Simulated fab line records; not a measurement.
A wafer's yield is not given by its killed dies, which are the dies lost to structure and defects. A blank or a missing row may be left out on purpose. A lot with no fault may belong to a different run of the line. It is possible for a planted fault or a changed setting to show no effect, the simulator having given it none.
A struck lot beside a sound one :: flow sfq-line :: 37 out of 325 route steps
Sound: the wafers L846.1, L846.2, L846.4. The struck wafers were L853.1, L853.2, L853.3. At the end, the cause is stated.
At each step with rows: each side's tool, then ch and its chambers, then its first start. Under that, the readings that differ: sound wafers :: struck wafers :: difference of the means :: sigmas: that difference in standard deviations of wafers without a fault.
alike: words and numbers the same on both sides, and readings whose means are apart by under 2 such deviations; not compared: readings that were withheld, readings missing a value for some wafer, numbers with overlapping values and no deviation given by the record, and bounds like >300 which may hide the same value.
Wherever a step has rows on one side only, a row that says differs or no value, or a row with sigmas, the two part there. Numbers that have no deviation but don't overlap get no sigmas and don't part them. A reading missing from all wafers of one side parts the sides only when that side holds two or more wafers.

SFQ_R5_THK_MEAS_934: measures by xrf.
  struck on film-metro-04, day 59 07:20; sound on film-metro-03, day 55 01:43
  alike: R5_MONX_THK
then, 6 steps without rows for these wafers: SFQ_TRILAYER_R5_LITHO_COAT_141 (resist thk 62 nm); SFQ_TRILAYER_R5_LITHO_COAT_136 (resist thk 600 nm); SFQ_TRILAYER_R5_LITHO_SOFTBAKE_140; SFQ_TRILAYER_R5_LITHO_EXPOSE_137 (exposes mask R5, target cd 500 nm); SFQ_TRILAYER_R5_LITHO_PEB_139 (peb time 60 s); SFQ_TRILAYER_R5_LITHO_DEVELOP_138 (time 60 s).
-- the record jumps here: 6 days lie between the struck wafers' starts before and after --
SFQ_R5_OVL_MEAS_935:
  struck on overlay-02, day 64 22:17; sound on overlay-02, day 60 19:54
  alike: R5_OVL
then, 1 step without rows for these wafers: SFQ_TRILAYER_R5_BARC_OPEN_METAL_ETCH_177 (etches BARC in O2, target depth 125 nm, time 41.7 s).
SFQ_TRILAYER_R5_ETCH_METAL_ETCH_139: etches the open film in Cl2, stops on SiO2, target depth 60 nm, time 40 s.
  sound on rie-metal-02 ch 0,1, day 60 19:59; struck on rie-metal-02 ch 0,1, day 64 22:23
  alike: bias-w, drypump-motor-current-A, oes-product-au
  not compared: rf-hours-counter-h
SFQ_TRILAYER_R5_STRIP_STRIP_140: strips in O2.
  sound on rie-metal-02 ch 0,1, day 60 20:03; struck on rie-metal-02 ch 0,1, day 64 22:27
  alike: drypump-motor-current-A, oes-product-au
  not compared: rf-hours-counter-h
then, 1 step without rows for these wafers: SFQ_TRILAYER_R5_STRIP_SOLV_CLEAN_141 (cleans in NMP, time 600 s).
SFQ_TRILAYER_A5C_DEP_PECVD_142: deposits SiO2 from SiH4/N2O, time 15.556 s, target thk 70 nm.
  sound on pecvd-04 ch 0,2, day 60 20:52; struck on pecvd-04 ch 0,1,2, day 64 23:25
  alike: heater-power-outer-w, heater-power-w, throttle-valve-pct
then, 6 steps without rows for these wafers: SFQ_TRILAYER_I5_LITHO_COAT_149 (resist thk 62 nm); SFQ_TRILAYER_I5_LITHO_COAT_144 (resist thk 650 nm); SFQ_TRILAYER_I5_LITHO_SOFTBAKE_148; SFQ_TRILAYER_I5_LITHO_EXPOSE_145 (exposes mask I5, target cd 700 nm); SFQ_TRILAYER_I5_LITHO_PEB_147 (peb time 60 s); SFQ_TRILAYER_I5_LITHO_DEVELOP_146 (time 60 s).
-- the record jumps here: 5 days lie between the struck wafers' starts before and after --
SFQ_I5_OVL_MEAS_936:
  struck on overlay-02, day 70 08:20; sound on overlay-01, day 66 21:13
reading: I5_OVL (nm)
sound: -6 -9 -14
struck: 9 8 9
difference: +18
sigmas: +3
SFQ_TRILAYER_I5_BARC_OPEN_VIA_ETCH_200: etches BARC in O2, target depth 125 nm, time 41.7 s.
  sound on rie-diel-02 ch 0,3, day 66 21:15; struck on rie-diel-04 ch 0,1,2, day 70 08:22
  alike: bias-w, drypump-motor-current-A, oes-product-au
  not compared: rf-hours-counter-h
then, 1 step without rows for these wafers: SFQ_TRILAYER_I5_ETCH_VIA_ETCH_147 (etches the open film in CHF3, stops on Nb, target depth 360 nm).
SFQ_TRILAYER_I5_STRIP_STRIP_148: strips in O2.
  sound on rie-metal-01 ch 0,1, day 66 21:26; struck on rie-metal-03 ch 1, day 70 08:33
  alike: drypump-motor-current-A, oes-product-au
  not compared: rf-hours-counter-h
then, 7 steps without rows for these wafers: SFQ_TRILAYER_I5_STRIP_SOLV_CLEAN_149 (cleans in NMP, time 600 s); SFQ_TRILAYER_C5_LITHO_COAT_156 (resist thk 62 nm); SFQ_TRILAYER_C5_LITHO_COAT_151 (resist thk 650 nm); SFQ_TRILAYER_C5_LITHO_SOFTBAKE_155; SFQ_TRILAYER_C5_LITHO_EXPOSE_152 (exposes mask C5, target cd 500 nm); SFQ_TRILAYER_C5_LITHO_PEB_154 (peb time 60 s); SFQ_TRILAYER_C5_LITHO_DEVELOP_153 (time 60 s).
-- the record jumps here: 5 days lie between the struck wafers' starts before and after --
SFQ_C5_OVL_MEAS_937:
  struck on overlay-01, day 75 09:39; sound on overlay-01, day 72 11:56
  alike: C5_OVL
then, 1 step without rows for these wafers: SFQ_TRILAYER_C5_BARC_OPEN_VIA_ETCH_210 (etches BARC in O2, target depth 125 nm, time 41.7 s).
SFQ_TRILAYER_C5_ETCH_VIA_ETCH_154: etches SiO2 in CHF3, stops on Nb, target depth 84 nm.
  sound on rie-diel-02 ch 0,1,3, day 72 12:00; struck on rie-diel-04 ch 0,1,2, day 75 09:44
reading: oes-product-au (a.u.)
sound: 0.894 0.883 0.896
struck: 0.998 1.015 1.003
difference: +0.114
sigmas: +14

reading: model.etch.depth-nm (nm)
sound: 69.46 69.02 70.36
struck: 85.14 84.55 84
difference: +14.95
sigmas: 

reading: model.C5.feature-depth-nm (nm)
sound: 69.46 69.02 70.36
struck: 85.14 84.55 84
difference: +14.95
sigmas: 
  alike: bias-w, drypump-motor-current-A
SFQ_TRILAYER_C5_STRIP_STRIP_155: strips in O2.
  sound on rie-metal-01 ch 0, day 72 12:03; struck on rie-metal-02 ch 0,1, day 75 09:46
reading: drypump-motor-current-A (A)
sound: 6.5 6.5 6.6
struck: 4.6 5.3 5.2
difference: -1.5
sigmas: -2
  alike: oes-product-au
  not compared: rf-hours-counter-h
then, 1 step without rows for these wafers: SFQ_TRILAYER_C5_STRIP_SOLV_CLEAN_156 (cleans in NMP, time 600 s).
SFQ_TRILAYER_M6_DEP_PRE_CLEAN_158: time 22.5 s.
  struck on pvd-sputter-05, day 75 10:33; sound on pvd-sputter-05, day 72 13:25
reading: model.SiO2_of_TRILAYER_A5C_DEP_PECVD_142.thk-nm (nm)
sound: 61.96 61.52 62.86
struck: 132.3 131.6 129.8
difference: +69.1
sigmas: 
then, 1 step without rows for these wafers: SFQ_TRILAYER_M6_DEP_SPUTTER_157 (material Nb, target thk 200 nm, time 133.3 s).

WHERE THEY PART
Earliest at SFQ_I5_OVL_MEAS_936; latest, in this record, at SFQ_TRILAYER_C5_STRIP_STRIP_155.

WHY: what had been put in by the simulator
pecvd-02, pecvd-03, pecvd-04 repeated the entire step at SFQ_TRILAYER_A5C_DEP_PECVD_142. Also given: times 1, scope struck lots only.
